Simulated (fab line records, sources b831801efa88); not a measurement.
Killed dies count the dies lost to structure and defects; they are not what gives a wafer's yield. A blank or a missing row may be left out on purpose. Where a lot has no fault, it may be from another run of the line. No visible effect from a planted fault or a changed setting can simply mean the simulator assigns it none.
Which tool is to blame? + flow gf180mcu + 12 lots, 36 wafers sampled, at 6 steps of a route of 602

WHAT THE GAUGES READ, wafer by wafer
GF_NSD_CD_MEAS_07: the cd target is 400 nm. Usual: cd nm 399.8 nm, standard deviation 2.1.
| lot  | measured     | on        | cd nm (nm)        | flag |
|------|--------------|-----------|-------------------|------|
| L250 | day 13 13:59 | cd sem-01 | 399.2 399.5 396.8 |      |
| L254 | day 14 21:14 | cd sem-02 | 404.3 402.5 400.0 |      |
| L255 | day 15 02:10 | cd sem-01 | 397.9 399.2 397.8 |      |
| L257 | day 15 20:00 | cd sem-01 | 400.0 400.4 400.6 |      |
| L260 | day 17 04:02 | cd sem-01 | 402.6 402.4 403.2 |      |
| L261 | day 17 08:13 | cd sem-01 | 399.1 399.1 398.8 |      |
| L262 | day 17 21:23 | cd sem-02 | 399.4 397.0 399.4 |      |
| L266 | day 20 00:08 | cd sem-01 | 400.6 400.2 400.8 |      |
| L267 | day 20 02:46 | cd sem-02 | 396.9 398.7 400.1 |      |
| L270 | day 20 17:20 | cd sem-01 | 401.8 401.5 401.7 |      |
| L271 | day 21 01:48 | cd sem-02 | 403.0 398.1 401.8 |      |
| L272 | day 21 12:23 | cd sem-01 | 399.7 401.1 402.3 |      |

GF_PSD_CD_MEAS_07: the cd target is 400 nm. Usual: cd nm 401.1 nm, standard deviation 2.2.
| lot  | measured     | on        | cd nm (nm)        | flag |
|------|--------------|-----------|-------------------|------|
| L250 | day 14 09:58 | cd sem-01 | 400.1 399.9 399.4 |      |
| L254 | day 15 19:31 | cd sem-01 | 403.3 401.7 401.4 |      |
| L255 | day 16 00:02 | cd sem-02 | 405.1 405.5 405.6 |      |
| L257 | day 16 18:30 | cd sem-02 | 405.0 404.6 403.3 |      |
| L260 | day 18 04:05 | cd sem-02 | 399.5 398.5 400.1 |      |
| L261 | day 18 07:20 | cd sem-01 | 405.0 403.5 405.1 |      |
| L262 | day 18 21:10 | cd sem-01 | 402.9 399.0 399.7 |      |
| L266 | day 21 01:07 | cd sem-02 | 404.1 403.9 403.6 |      |
| L267 | day 21 04:01 | cd sem-02 | 397.9 398.1 398.5 |      |
| L270 | day 21 17:28 | cd sem-02 | 402.4 402.7 402.6 |      |
| L271 | day 22 01:45 | cd sem-01 | 400.1 399.8 399.8 |      |
| L272 | day 22 11:53 | cd sem-01 | 399.0 398.8 400.2 |      |

GF_PSD_TW_MEAS_11. Usual: PSD_TW typically reads 3164, with standard deviation 33.
| lot  | measured     | on            | PSD_TW         | flag |
|------|--------------|---------------|----------------|------|
| L250 | day 14 10:22 | film metro-01 | 3139 3174 3146 |      |
| L254 | day 15 19:53 | film metro-02 | 3146 3145 3147 |      |
| L255 | day 16 00:25 | film metro-04 | 3222 3235 3223 |      |
| L257 | day 16 18:54 | film metro-01 | 3158 3156 3148 |      |
| L260 | day 18 04:30 | film metro-01 | 3163 3151 3141 |      |
| L261 | day 18 07:43 | film metro-04 | 3242 3241 3232 |      |
| L262 | day 18 21:34 | film metro-01 | 3163 3164 3156 |      |
| L266 | day 21 01:31 | film metro-02 | 3144 3135 3135 |      |
| L267 | day 21 04:25 | film metro-02 | 3143 3118 3140 |      |
| L270 | day 21 17:52 | film metro-02 | 3163 3133 3144 |      |
| L271 | day 22 02:08 | film metro-04 | 3208 3235 3219 |      |
| L272 | day 22 12:18 | film metro-01 | 3162 3166 3131 |      |

GF_PSD_RS_MEAS_14: the measuring method here is four-point-probe. Usual: NSD_RS typically reads 46.13 ohm/sq, with standard deviation 0.092.
| lot  | measured     | on            | NSD_RS (ohm/sq)                     | flag |
|------|--------------|---------------|-------------------------------------|------|
| L250 | day 14 10:34 | film metro-02 | 46.16 46.15 46.18                   |      |
| L254 | day 15 20:07 | film metro-04 | 46.08 46.12 46.14                   |      |
| L255 | day 16 00:41 | film metro-02 | 46.18 46.18 46.24                   |      |
| L257 | day 16 19:09 | film metro-01 | 46.08 46.03 46.12                   |      |
| L260 | day 18 04:42 | film metro-02 | 46.24 46.15 46.25                   |      |
| L261 | day 18 07:59 | film metro-04 | 46.08 46.16 46.17                   |      |
| L262 | day 18 21:47 | film metro-02 | 46.29 46.13 46.25                   |      |
| L266 | day 21 01:43 | film metro-02 | 47.35 47.43 47.41 47.36 47.50 47.28 | OFF  |
| L267 | day 21 04:37 | film metro-04 | 47.28 47.44 47.46 47.41 47.40 47.42 | OFF  |
| L270 | day 21 18:04 | film metro-01 | 45.96 46.19 46.12                   |      |
| L271 | day 22 02:21 | film metro-02 | 46.34 46.39 46.23                   |      |
| L272 | day 22 12:29 | film metro-04 | 46.03 46.03 46.11                   |      |

TOOL THAT RAN EACH LOT (tool first, then ch and the chambers of the sampled wafers, then the start)
| lot  | GF_NSD_IMPLANT_09               | GF_NSD_STRIP_11                      |
|------|---------------------------------|--------------------------------------|
| L250 | implanter-01 ch 0, day 13 14:09 | plasma asher-04 ch 0,1, day 13 14:25 |
| L254 | implanter-02 ch 0, day 14 21:24 | plasma asher-03 ch 0,1, day 14 21:41 |
| L255 | implanter-01 ch 0, day 15 02:19 | plasma asher-04 ch 0,1, day 15 02:37 |
| L257 | implanter-01 ch 0, day 15 20:09 | plasma asher-04 ch 0,1, day 15 20:27 |
| L260 | implanter-01 ch 0, day 17 04:12 | plasma asher-03 ch 0,1, day 17 04:30 |
| L261 | implanter-02 ch 0, day 17 08:22 | plasma asher-03 ch 0,1, day 17 08:40 |
| L262 | implanter-04 ch 0, day 17 21:33 | plasma asher-04 ch 0,1, day 17 21:51 |
| L266 | implanter-01 ch 0, day 20 00:18 | plasma asher-04 ch 0, day 20 00:34   |
| L267 | implanter-01 ch 0, day 20 02:55 | plasma asher-04 ch 0,1, day 20 03:12 |
| L270 | implanter-02 ch 0, day 20 17:30 | plasma asher-04 ch 0,1, day 20 17:48 |
| L271 | implanter-04 ch 0, day 21 01:58 | plasma asher-03 ch 0,1, day 21 02:14 |
| L272 | implanter-02 ch 0, day 21 12:33 | plasma asher-02 ch 0,1, day 21 12:51 |
- GF_NSD_IMPLANT_09
- GF_NSD_STRIP_11: strips in O2/N2.

AS READ BY THE TOOLS THEMSELVES (means over the sampled wafers that have a number; for cases with no such wafer, the mark the record gives instead)
GF_NSD_IMPLANT_09. Usual: beam energy keV 59.995, standard deviation 0.016; tilt deg 6.998 degrees, standard deviation 0.019.
| lot  | tool         | beam energy keV | tilt deg (degrees) | flag |
|------|--------------|-----------------|--------------------|------|
| L250 | implanter-01 | 59.993          | 7.000              |      |
| L254 | implanter-02 | 59.998          | 7.009              |      |
| L255 | implanter-01 | 59.999          | 7.012              |      |
| L257 | implanter-01 | 60.003          | 6.960              |      |
| L260 | implanter-01 | 60.001          | 6.979              |      |
| L261 | implanter-02 | 59.975          | 6.981              |      |
| L262 | implanter-04 | 59.988          | 7.002              |      |
| L266 | implanter-01 | 55.512          | 6.993              | OFF  |
| L267 | implanter-01 | 55.506          | 7.009              | OFF  |
| L270 | implanter-02 | 59.994          | 7.019              |      |
| L271 | implanter-04 | 59.999          | 6.991              |      |
| L272 | implanter-02 | 59.992          | 6.998              |      |

GF_NSD_STRIP_11. Usual: chamber pressure mTorr 1500 mTorr, standard deviation 3.6; drypump motor current A 6.02 A, standard deviation 0.28; heater power w 352 W, standard deviation 40; oes product au 0.486 a.u., standard deviation 0.0048; platen temp c 250.03 C, standard deviation 0.19; strip time to endpoint s 22.94 s, standard deviation 0.036.
| lot  | tool            | chamber pressure mTorr (mTorr) | drypump motor current A (A) | heater power w (W) | oes product au (a.u.) | platen temp c (C) | strip time to endpoint s (s) | flag |
|------|-----------------|--------------------------------|-----------------------------|--------------------|-----------------------|-------------------|------------------------------|------|
| L250 | plasma asher-04 | 1498                           | 6.10                        | 348                | 0.488                 | 249.98            | 22.92                        |      |
| L254 | plasma asher-03 | 1501                           | 5.82                        | 342                | 0.482                 | 250.14            | 22.95                        |      |
| L255 | plasma asher-04 | 1487                           | 6.19                        | 377                | 0.486                 | 250.10            | 22.94                        | OFF  |
| L257 | plasma asher-04 | 1501                           | 6.13                        | 351                | 0.488                 | 250.05            | 22.94                        |      |
| L260 | plasma asher-03 | 1499                           | 5.82                        | 341                | 0.492                 | 249.95            | 22.97                        |      |
| L261 | plasma asher-03 | 1501                           | 5.81                        | 342                | 0.485                 | 250.10            | 22.94                        |      |
| L262 | plasma asher-04 | 1499                           | 6.20                        | 383                | 0.490                 | 250.18            | 22.95                        |      |
| L266 | plasma asher-04 | 1500                           | 6.26                        | 411                | 0.493                 | 250.02            | 22.35                        | OFF  |
| L267 | plasma asher-04 | 1500                           | 6.19                        | 377                | 0.492                 | 249.84            | 22.39                        | OFF  |
| L270 | plasma asher-04 | 1500                           | 6.14                        | 350                | 0.490                 | 249.74            | 22.93                        |      |
| L271 | plasma asher-03 | 1501                           | 5.82                        | 343                | 0.491                 | 250.20            | 22.90                        |      |
| L272 | plasma asher-02 | 1500                           | 6.00                        | 315                | 0.485                 | 250.25            | 22.96                        |      |

THE ANSWER, worked out from the rows above alone
Rule: take the mean of a lot's wafers that have a number; if it is more than 3 standard deviations from the usual mean, the lot is off. A lot without any number at a reading at which 4 lots or more have one is off too. Where the step has rows for the other lots, those lots are counted as sound. Order of review: gauges by route order, followed by the tools' own readings, for which a lot's mean as printed above is used. The first step at which some lot is off is used, and at that step the reading that is off furthest; a lot without a number counts as furthest.
Off: L266, L267, seen at GF_PSD_RS_MEAS_14 (NSD_RS).
A tool fits if, at a process step before that reading, it ran every lot that is off, and no sound lot after the first of them. The gauges at GF_PSD_RS_MEAS_14 aren't tried: what is off there is off at GF_NSD_IMPLANT_09 too, on other tools, and a gauge's error can't cause that. One fits: implanter-01 at GF_NSD_IMPLANT_09. Its last sound lot is L260 (day 17 04:12), its first lot that is off L266 (day 20 00:18): a fault that began between those two fits.
On the lots that are off, the tool's own readings at GF_NSD_IMPLANT_09 differ by more than 5 times the standard deviation of the sound lots' means, which bears it out; beam energy keV reads 55.509 there versus 59.994 on the sound lots.

WHAT THE SIMULATOR HAD PUT IN
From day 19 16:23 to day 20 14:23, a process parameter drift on implanter-01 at GF_NSD_IMPLANT_09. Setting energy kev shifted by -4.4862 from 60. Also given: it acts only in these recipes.
Lots struck among those shown: L266, L267. Same finding as the rule above.
